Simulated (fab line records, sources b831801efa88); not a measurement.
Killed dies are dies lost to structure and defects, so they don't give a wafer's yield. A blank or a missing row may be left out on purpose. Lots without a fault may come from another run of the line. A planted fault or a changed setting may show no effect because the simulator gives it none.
fab line records | flow gf180mcu
record lots=12 wafers=36 last_day=34
route steps=602 shown STI@14 CONTACT@301
lots that met no fault: from a run of the same line without faults
start_h: hours from the record's first day to the start of the lot's first wafer shown | wait_h: hours since the lot's step before | " the same as in the row above | L1.1+2: a row that stands for several wafers | - no value, or no start given | * or withheld: withheld | < > ~ a bound
route shown NAME@n: a module of which the file shows steps, and the number in the route of the first | usual: mean/standard deviation of fault-free wafers | same: alike in all rows | chamber/n: place in a boat | sites: the reading at each site | _std_site: their standard deviation | _edge_site: outer sites' mean less inner sites' | radius_mm: how far each site lies from the wafer's centre | mask NAME#n: copy n | behind: the tool/chamber that last shaped the wafer | hold: why the lot was held/for how many hours/how that ended | device: the transistor (n, p or np) that didn't switch | end of line: the same wafers' tests at the end of the route | a step without rows: its recipe alone | killed: dies lost to structure and defects at the first sort, not the wafer's yield | map: a wafer's dies, x killed, . not, _ none there
set.NAME: the setting as run; set.NAME@STEP: as run at that earlier step | model.NAME: the simulator's own value behind a step, which no gauge read
steps of the route over a sample of lots; a table a step, a row a wafer
services: from which hour (start_h, from the record's first day; less than 0 if before it) a tool's chamber was out of use, for how many hours, and why
## steps
# step GF_STI_ETCH_13
# recipe chemistry=CHF3/O2 stop_on=Si over_etch_frac=0.3 target_depth_a=2823.1 source_w=600 bias_w=200 pressure_mtorr=40 chf3_flow_sccm=50 O2_flow_sccm=5 time_s=112.9
# usual drypump_motor_current_A=5.6/0.45 oes_product_au=0.833/0.006 rf_fwd_power_W=596.9/1.9 throttle_valve_pct=8.810/0.0094
# columns lot.wafer tool chamber start_h wait_h drypump_motor_current_A oes_product_au rf_fwd_power_W rf_hours_counter_h throttle_valve_pct
L492.1 rie_diel-02 2 26.11 0.1 6.3 0.838 598.1 68 8.802
L492.2 " 3 " " 5.0 0.829 596.1 106 8.802
L492.6 " 0 " " 5.3 0.824 597.3 - 8.820
L493.3 rie_diel-03 2 30.96 0.1 5.9 0.839 593.9 20 8.801
L493.5 " 0 " " 6.1 0.836 596.5 - 8.803
L493.6 " 3 " " 5.4 0.832 596.0 - 8.818
L494.2 rie_diel-02 1 36.11 0.1 5.4 0.833 598.3 158 8.809
L494.3 " 2 " " 6.3 0.831 596.4 68 8.804
L494.5 " 2 " " 6.2 0.838 593.6 - 8.808
L498.1 rie_diel-03 1 56.26 0.1 5.9 0.828 499.6 108 8.796
L498.2 " 3 " " 5.4 0.822 503.0 4 8.796
L498.3 " 2 " " 5.9 0.819 502.0 20 8.813
L499.1 rie_diel-03 3 62.36 0.1 5.5 0.827 503.6 4 8.838
L499.4 " 2 " " 5.9 0.833 496.8 20 8.822
L499.6 " 2 " " 5.9 0.843 495.0 - 8.813
L506.1 rie_diel-04 2 101.99 0.1 5.5 0.837 595.0 69 8.813
L506.2 " 1 " " 6.0 0.824 597.2 56 8.822
L506.3 " 3 " " 6.4 0.837 598.1 30 8.806
L507.2 rie_diel-02 0 107.86 0.1 5.2 0.823 596.5 131 8.812
L507.3 " 3 " " 5.0 0.829 595.5 108 8.819
L507.5 " 0 " " 5.2 0.821 595.5 - 8.818
L509.2 rie_diel-02 3 115.64 0.1 5.0 0.839 600.9 108 8.798
L509.4 " 2 " " 6.3 0.834 595.6 70 8.813
L509.5 " 2 " " 6.2 0.841 600.6 - 8.816
L510.2 rie_diel-02 0 118.49 0.1 5.2 0.839 595.7 131 8.793
L510.3 " 3 " " 5.0 0.828 595.4 108 8.806
L510.6 " 0 " " 5.2 0.833 592.3 - 8.806
L512.1 rie_diel-02 0 131.24 0.1 5.2 0.838 599.0 132 8.817
L512.4 " 0 " " 5.3 0.830 595.8 - 8.789
L512.5 " 3 " " 5.0 0.837 596.6 - 8.802
L514.2 rie_diel-03 2 138.49 0.1 5.9 0.827 595.0 22 8.806
L514.4 " 3 " " 5.4 0.836 594.0 6 8.792
L514.5 " 2 " " 5.9 0.825 595.6 - 8.809
L515.2 rie_diel-04 1 143.74 0.1 6.0 0.831 595.7 57 8.815
L515.4 " 2 " " 5.5 0.832 598.4 70 8.809
L515.5 " 0 " " 5.0 0.835 595.9 - 8.815
# step GF_STI_STRIP_15
# recipe chemistry=O2/N2 power_w=1400 pressure_mtorr=1500 platen_temp_c=250 o2_flow_sccm=3000 n2_flow_sccm=300 overash_fraction=0.5
# usual drypump_motor_current_A=5.55/0.26 heater_power_w=372/46 oes_product_au=0.384/0.0047 strip_time_to_endpoint_s=3.74/0.041
# columns lot.wafer tool chamber start_h wait_h drypump_motor_current_A heater_power_w oes_product_au rf_hours_counter_h strip_time_to_endpoint_s
L492.1 plasma_asher-04 0 26.26 0.0 5.89 318 0.382 41 3.73
L492.2 " 1 " " 4.97 305 0.390 41 3.69
L492.6 " 1 " " 4.96 313 0.385 - 3.72
L493.3 plasma_asher-03 0 31.21 0.1 5.88 325 0.386 - 3.80
L493.5 " 0 " " 5.88 337 0.388 - 3.78
L493.6 " 1 " " 5.56 374 0.387 - 3.80
L494.2 plasma_asher-03 0 36.26 0.0 5.86 330 0.381 26 3.69
L494.3 " 0 " " 5.87 325 0.390 - 3.76
L494.5 " 0 " " 5.86 329 0.392 - 3.75
L498.1 plasma_asher-03 0 56.41 0.0 5.87 334 0.398 28 3.95
L498.2 " 1 " " 5.50 376 0.390 28 3.94
L498.3 " 0 " " 5.87 335 0.394 - 3.95
L499.1 plasma_asher-02 1 62.51 0.0 5.56 437 0.395 36 3.92
L499.4 " 1 " " 5.57 437 0.393 - 3.96
L499.6 " 0 " " 5.46 401 0.396 - 3.93
L506.1 plasma_asher-03 1 102.14 0.0 5.49 376 0.380 33 3.69
L506.2 " 0 " " 5.84 325 0.377 33 3.68
L506.3 " 1 " " 5.47 370 0.377 - 3.68
L507.2 plasma_asher-03 1 108.01 0.0 5.52 376 0.381 33 3.76
L507.3 " 1 " " 5.54 380 0.390 - 3.78
L507.5 " 0 " " 5.86 326 0.377 - 3.73
L509.2 plasma_asher-03 1 115.79 0.0 5.54 372 0.383 34 3.78
L509.4 " 1 " " 5.47 370 0.380 - 3.69
L509.5 " 1 " " 5.51 372 0.377 - 3.67
L510.2 plasma_asher-02 1 118.64 0.0 5.56 418 0.389 0 3.71
L510.3 " 1 " " 5.57 424 0.382 - 3.76
L510.6 " 0 " " 5.41 385 0.381 - 3.73
L512.1 plasma_asher-03 1 131.39 0.0 5.50 368 0.392 36 3.74
L512.4 " 1 " " 5.50 369 0.386 - 3.76
L512.5 " 1 " " 5.51 368 0.387 - 3.77
L514.2 plasma_asher-04 0 138.64 0.0 5.91 304 0.394 52 3.76
L514.4 " 1 " " 4.96 314 0.377 - 3.77
L514.5 " 1 " " 4.96 306 0.382 - 3.75
L515.2 plasma_asher-04 0 143.89 0.0 5.88 315 0.373 53 3.70
L515.4 " 0 " " 5.90 316 0.385 - 3.76
L515.5 " 1 " " 4.96 317 0.381 - 3.73
# step GF_CONTACT_CD_MEAS_14
# recipe target_cd_nm=220
# usual cd_nm=220.1/1.4
# columns lot.wafer tool chamber start_h wait_h cd_nm
L492.1 cd_sem-01 - 358.94 0.1 220.0
L492.2 " - " " 220.8
L492.6 " - " " 220.5
L493.3 cd_sem-01 - 367.07 0.1 219.0
L493.5 " - " " 220.9
L493.6 " - " " 218.6
L494.2 cd_sem-01 - 374.36 0.1 219.7
L494.3 " - " " 221.6
L494.5 " - " " 221.5
L498.1 cd_sem-01 - 414.68 0.1 221.6
L498.2 " - " " 220.3
L498.3 " - " " 220.3
L499.1 cd_sem-01 - 426.83 0.1 221.1
L499.4 " - " " 220.1
L499.6 " - " " 220.2
L506.1 cd_sem-02 - 492.71 0.1 222.4
L506.2 " - " " 221.0
L506.3 " - " " 221.0
L507.2 cd_sem-02 - 505.90 0.1 218.7
L507.3 " - " " 222.1
L507.5 " - " " 221.7
L509.2 cd_sem-02 - 511.05 0.1 221.6
L509.4 " - " " 221.4
L509.5 " - " " 220.4
L510.2 cd_sem-02 - 521.03 0.1 219.2
L510.3 " - " " 218.7
L510.6 " - " " 219.0
L512.1 cd_sem-01 - 541.63 0.1 219.7
L512.4 " - " " 221.0
L512.5 " - " " 220.3
L514.2 cd_sem-02 - 548.35 0.1 219.1
L514.4 " - " " 218.2
L514.5 " - " " 219.8
L515.2 cd_sem-02 - 557.05 0.1 219.4
L515.4 " - " " 219.5
L515.5 " - " " 220.5
# step GF_CONTACT_ETCH_16
# recipe chemistry=N2/H2 target_depth_a=withheld overetch_a=withheld time_s=withheld target=BARC ion_energy_ev=200 source_w=500 bias_w=100 pressure_mtorr=30 n2_flow_sccm=100 h2_flow_sccm=200
# usual drypump_motor_current_A=5.7/0.47 oes_product_au=0.855/0.0051 rf_fwd_power_W=495.2/1.7 throttle_valve_pct=13.225/0.0093
# columns lot.wafer tool chamber start_h wait_h drypump_motor_current_A oes_product_au rf_fwd_power_W throttle_valve_pct
L492.1 rie_diel-02 1 359.09 0.0 5.4 0.852 491.0 13.210
L492.2 " 2 " " 6.3 0.853 495.3 13.214
L492.6 " 0 " " 5.3 0.859 495.2 13.216
L493.3 rie_diel-03 2 367.19 0.0 5.9 0.854 491.5 13.227
L493.5 " 3 " " 5.4 0.850 495.0 13.238
L493.6 " 2 " " 5.9 0.851 492.5 13.216
L494.2 rie_diel-04 3 374.49 0.0 6.5 0.857 496.2 13.219
L494.3 " 0 " " 5.0 0.854 498.1 13.238
L494.5 " 0 " " 5.0 0.856 495.2 13.224
L498.1 rie_diel-04 2 414.84 0.0 5.5 0.864 496.3 13.230
L498.2 " 0 " " 5.0 0.853 495.8 13.236
L498.3 " 3 " " 6.5 0.852 496.0 13.215
L499.1 rie_diel-02 3 426.99 0.0 5.0 0.853 497.4 13.225
L499.4 " 2 " " 6.3 0.852 492.8 13.222
L499.6 " 0 " " 5.3 0.856 493.0 13.220
L506.1 rie_diel-04 2 492.87 0.0 5.5 0.862 497.3 13.237
L506.2 " 3 " " 6.5 0.860 494.7 13.234
L506.3 " 1 " " 6.0 0.864 493.6 13.226
L507.2 rie_diel-02 3 506.04 0.0 5.0 0.850 494.8 13.221
L507.3 " 1 " " 5.4 0.855 496.7 13.222
L507.5 " 3 " " 5.0 0.852 493.0 13.219
L509.2 rie_diel-04 2 511.19 0.0 5.5 0.854 496.4 13.231
L509.4 " 1 " " 6.0 0.860 495.8 13.230
L509.5 " 0 " " 5.0 0.858 496.5 13.205
L510.2 rie_diel-03 2 521.17 0.0 5.9 0.857 493.2 13.217
L510.3 " 0 " " 6.1 0.853 496.0 13.225
L510.6 " 0 " " 6.1 0.856 495.2 13.225
L512.1 rie_diel-04 1 541.79 0.0 6.0 0.849 494.8 13.221
L512.4 " 0 " " 5.0 0.858 493.8 13.215
L512.5 " 0 " " 5.0 0.854 495.0 13.230
L514.2 rie_diel-03 1 548.49 0.0 5.9 0.862 493.8 13.215
L514.4 " 3 " " 5.5 0.850 496.9 13.210
L514.5 " 2 " " 5.9 0.861 495.2 13.229
L515.2 rie_diel-02 2 557.19 0.0 6.3 0.859 492.7 13.220
L515.4 " 1 " " 5.4 0.849 497.1 13.233
L515.5 " 3 " " 5.0 0.865 496.9 13.232
# step GF_CONTACT_SPUTTER_22
# recipe material=Ti target_thk_nm=15 chamber_pressure_pa=5 power_w=2500 substrate_temp_c=200 time_s=80.02
# usual throttle_valve_pct=30.0/0.96
# columns lot.wafer tool chamber start_h wait_h throttle_valve_pct
L492.1 pvd_sputter-03 - 359.56 0.0 30.5
L492.2 " - " " 29.6
L492.6 " - " " 29.4
L493.3 pvd_sputter-01 - 367.65 0.0 29.0
L493.5 " - " " 29.4
L493.6 " - " " 31.3
L494.2 pvd_sputter-04 - 374.95 0.0 28.6
L494.3 " - " " 30.8
L494.5 " - " " 28.4
L498.1 pvd_sputter-01 - 415.30 0.0 29.5
L498.2 " - " " 31.7
L498.3 " - " " 29.0
L499.1 pvd_sputter-03 - 427.45 0.0 30.9
L499.4 " - " " 29.7
L499.6 " - " " 30.8
L506.1 pvd_sputter-01 - 493.38 0.0 28.7
L506.2 " - " " 31.5
L506.3 " - " " 31.4
L507.2 pvd_sputter-04 - 506.51 0.0 28.3
L507.3 " - " " 31.2
L507.5 " - " " 30.2
L509.2 pvd_sputter-01 - 511.65 0.0 31.7
L509.4 " - " " 29.5
L509.5 " - " " 31.4
L510.2 pvd_sputter-04 - 521.64 0.0 30.3
L510.3 " - " " 31.1
L510.6 " - " " 28.5
L512.1 pvd_sputter-03 - 542.26 0.0 30.2
L512.4 " - " " 29.3
L512.5 " - " " 30.5
L514.2 pvd_sputter-01 - 548.97 0.0 31.4
L514.4 " - " " 29.0
L514.5 " - " " 29.5
L515.2 pvd_sputter-03 - 557.66 0.0 29.4
L515.4 " - " " 29.5
L515.5 " - " " 30.7
## services
# columns tool chamber start_h hours kind
rie_diel-04 1 42.13 9.3 repair
rie_diel-03 1 51.82 1.8 repair
rie_diel-02 0 85.16 4.0 repair
rie_diel-04 1 152.26 6.7 repair
rie_diel-04 - 163.86 0.3 repair
rie_diel-02 - 174.90 0.6 repair
rie_diel-04 - 188.53 2.8 pm
plasma_asher-03 - 192.20 9.0 repair
rie_diel-03 - 192.37 14.6 pm
rie_diel-04 0 213.03 2.3 repair
rie_diel-03 0 236.93 3.3 repair
rie_diel-02 2 284.27 15.2 repair
rie_diel-04 - 342.82 0.3 repair
rie_diel-04 0 353.05 6.5 repair
rie_diel-03 - 386.72 5.6 repair
rie_diel-03 0 387.51 6.6 repair
rie_diel-02 1 395.65 3.5 repair
rie_diel-03 1 406.05 5.9 repair
plasma_asher-03 - 430.28 0.6 repair
rie_diel-02 - 432.50 2.8 pm
rie_diel-02 - 450.96 15.6 pm
rie_diel-03 3 471.06 8.6 repair
rie_diel-03 1 501.32 5.1 repair
rie_diel-02 - 535.82 1.2 repair
## key
first_sign step=GF_STI_ETCH_13 reading=rf_fwd_power_W direction=down sigmas=50 usual=596.9 struck=500.0
effect step=GF_STI_STRIP_15 reading=strip_time_to_endpoint_s direction=up sigmas=5 usual=* struck=*
met_at GF_STI_ETCH_13
struck_lots L498,L499
tester_left_out L498,L499
not_acting_at GF_CONTACT_CD_MEAS_14,GF_CONTACT_ETCH_16,GF_CONTACT_SPUTTER_22
onset_between 30.96 56.26
fault kind=process_parameter_drift tool=rie_diel-03 chamber=- onset_h=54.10 steps=GF_STI_ETCH_13 channel=source_w offset=-96 shape=step end_h=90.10 acts_in=these_recipes_only stated=600
# tester_left_out: of these lots the tester's yield and bins aren't shown, on N5 and GAA mostly nor the transistor test; their killed dies are dies lost to structure and defects alone, not to doping, threshold or leakage, so they don't give the yield
